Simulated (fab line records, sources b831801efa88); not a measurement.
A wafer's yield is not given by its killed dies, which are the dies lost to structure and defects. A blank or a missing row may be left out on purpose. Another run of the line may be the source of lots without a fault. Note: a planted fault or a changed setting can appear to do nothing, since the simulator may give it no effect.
Which tool is to blame?	flow gf180mcu	11 lots, 33 wafers sampled, at 5 steps of a route of 602

WHAT EACH GAUGE READ, for each wafer
GF_M2_RS_MEAS_05: a four-point-probe measurement.
lot	measured	on	M2_ALCU_RS (ohm/sq)
L101	day 18 12:32	film metro-02	0.0689 0.0681 0.0692
L103	day 19 11:18	film metro-02	0.0692 0.0688 0.0709
L105	day 20 06:44	film metro-03	0.0699 0.0703 0.0706
L107	day 21 04:07	film metro-01	0.0695 0.0686 0.0687
L108	day 21 04:29	film metro-02	0.0707 0.0681 0.0688
L109	day 21 19:38	film metro-01	0.0698 0.0686 0.0686
L114	day 23 11:52	film metro-02	0.0703 0.0695 0.0701
L116	day 23 22:38	film metro-03	0.0690 0.0695 0.0696
L121	day 25 16:17	film metro-01	0.0696 0.0683 0.0684
L122	day 25 19:40	film metro-02	0.0696 0.0689 0.0693
L123	day 26 10:14	film metro-01	0.0695 0.0691 0.0696

GF_V2_THK_MEAS_03.
lot	measured	on	V2_CVD_02_THK (nm)
L101	day 19 14:25	film metro-02	842 834 834
L103	day 20 12:49	film metro-01	846 851 856
L105	day 21 08:11	film metro-02	845 840 866
L107	day 22 04:58	film metro-04	847 828 843
L108	day 22 05:19	film metro-02	833 836 850
L109	day 22 20:35	film metro-02	840 857 849
L114	day 24 11:23	film metro-04	839 829 845
L116	day 24 21:02	film metro-02	832 864 846
L121	day 26 13:32	film metro-01	859 846 839
L122	day 26 16:58	film metro-01	828 856 825
L123	day 27 07:52	film metro-02	864 857 868

WHICH TOOL RAN EACH LOT (tool, then ch and the chambers of the sampled wafers, then the start)
lot	GF_M2_SPUTTER_01	GF_M2_METAL_ETCH_16	GF_M2_STRIP_17
L101	pvd sputter-02, day 18 12:24	rie metal-02 ch 1, day 19 13:28	plasma asher-03 ch 0,1, day 19 13:40
L103	pvd sputter-01, day 19 11:08	rie metal-03 ch 0,1, day 20 11:59	plasma asher-03 ch 0,1, day 20 12:05
L105	pvd sputter-03, day 20 06:37	rie metal-03 ch 0,1, day 21 07:20	plasma asher-01 ch 0,1, day 21 07:26
L107	pvd sputter-02, day 21 03:59	rie metal-03 ch 0,1, day 22 04:02	plasma asher-01 ch 0,1, day 22 04:09
L108	pvd sputter-01, day 21 04:22	rie metal-02 ch 0,1, day 22 04:20	plasma asher-02 ch 0, day 22 04:27
L109	pvd sputter-02, day 21 19:28	rie metal-01 ch 0,1, day 22 19:43	plasma asher-01 ch 0,1, day 22 19:49
L114	pvd sputter-01, day 23 11:44	rie metal-01 ch 0,1, day 24 10:29	plasma asher-03 ch 0,1, day 24 10:36
L116	pvd sputter-02, day 23 22:29	rie metal-03 ch 0,1, day 24 20:07	plasma asher-03 ch 0,1, day 24 20:14
L121	pvd sputter-03, day 25 16:10	rie metal-03 ch 0,1, day 26 12:41	plasma asher-02 ch 0,1, day 26 12:48
L122	pvd sputter-01, day 25 19:31	rie metal-01 ch 0,1, day 26 16:08	plasma asher-03 ch 0,1, day 26 16:14
L123	pvd sputter-02, day 26 10:07	rie metal-01 ch 0,1, day 27 06:56	plasma asher-02 ch 0,1, day 27 07:03
- GF_M2_SPUTTER_01: material TiN, target thk 30 nm, time 25 s.
- GF_M2_METAL_ETCH_16: etches the open film in Cl2/BCl3, stops on SiO2, target depth 627.5 nm, time 104.6 s.
- GF_M2_STRIP_17: strips in O2/N2.

WHAT THE TOOLS THEMSELVES READ (means of the sampled wafers that have a number; where no wafer has one, the mark that the record gives instead)
GF_M2_SPUTTER_01.
lot	tool	cathode dc power W (W)	throttle valve pct (%)
L101	pvd sputter-02	6500.4	29.4
L103	pvd sputter-01	6500.0	30.4
L105	pvd sputter-03	6499.6	29.6
L107	pvd sputter-02	6499.7	30.3
L108	pvd sputter-01	6499.8	30.0
L109	pvd sputter-02	6500.3	30.2
L114	pvd sputter-01	6500.1	30.5
L116	pvd sputter-02	6499.2	30.2
L121	pvd sputter-03	6500.2	29.5
L122	pvd sputter-01	6501.0	30.6
L123	pvd sputter-02	6499.6	29.9

GF_M2_METAL_ETCH_16.
lot	tool	bcl3 flow sccm (sccm)	drypump motor current A (A)	oes product au (a.u.)	rf fwd power W (W)	run length s (s)	throttle valve pct (%)
L101	rie metal-02	40.09	5.79	0.978	798.2	132.1	28.245
L103	rie metal-03	39.93	5.70	0.967	796.5	132.8	28.248
L105	rie metal-03	40.14	5.72	0.970	797.8	132.6	28.263
L107	rie metal-03	40.08	5.70	0.976	796.2	132.6	28.251
L108	rie metal-02	39.85	5.98	0.976	794.8	133.1	28.243
L109	rie metal-01	39.93	5.69	0.977	795.9	132.6	28.252
L114	rie metal-01	40.00	5.66	0.965	793.8	132.4	28.253
L116	rie metal-03	39.91	5.71	0.970	792.4	132.9	28.253
L121	rie metal-03	40.05	5.72	0.921	794.4	143.4	28.303
L122	rie metal-01	40.00	5.79	0.972	794.7	132.7	28.243
L123	rie metal-01	40.12	5.67	0.974	798.8	132.6	28.237

GF_M2_STRIP_17.
lot	tool	drypump motor current A (A)	heater power w (W)	oes product au (a.u.)	strip time to endpoint s (s)
L101	plasma asher-03	6.1	325	0.556	7.78
L103	plasma asher-03	6.2	327	0.558	7.89
L105	plasma asher-01	5.9	318	0.559	7.89
L107	plasma asher-01	6.0	338	0.555	7.85
L108	plasma asher-02	5.2	335	0.555	7.83
L109	plasma asher-01	6.0	335	0.557	7.81
L114	plasma asher-03	5.8	339	0.560	7.77
L116	plasma asher-03	6.2	322	0.557	7.91
L121	plasma asher-02	5.2	322	0.546	7.64
L122	plasma asher-03	5.8	340	0.558	7.82
L123	plasma asher-02	5.2	318	0.555	7.80

THE ANSWER, worked out from the rows above alone
Rule: the usual values come from the lots themselves. Put in order of their means at a reading, lots are off if they are a third of the lots or fewer, leave a main group of 4 or more, and stand apart from it by a gap of 3 or more times the standard deviation of the main group's means; of several such gaps the widest counts. A main group is skipped when, at the precision printed for the reading in the tables above, its means are all equal. A lot without any number at a reading at which 4 lots or more have one is off too. Any other lot the step has rows for is counted as sound. Order of review: gauges by route order, followed by the tools' own readings, for which a lot's mean as printed above is used. At the first step where some lot is off, the reading lying furthest off is the one used; lots without a number count as furthest.
Off at GF_M2_METAL_ETCH_16 (run length s): L121. The main group: mean 132.6 s, standard deviation 0.26.
If a tool, at that step or one of the process steps before it, ran each lot that is off and ran no sound lot following the first of them, it fits. 2 tools fit, pvd sputter-03 at GF_M2_SPUTTER_01 and rie metal-03 at GF_M2_METAL_ETCH_16, so this cannot tell which one it is.

WHAT THE SIMULATOR HAD PUT IN
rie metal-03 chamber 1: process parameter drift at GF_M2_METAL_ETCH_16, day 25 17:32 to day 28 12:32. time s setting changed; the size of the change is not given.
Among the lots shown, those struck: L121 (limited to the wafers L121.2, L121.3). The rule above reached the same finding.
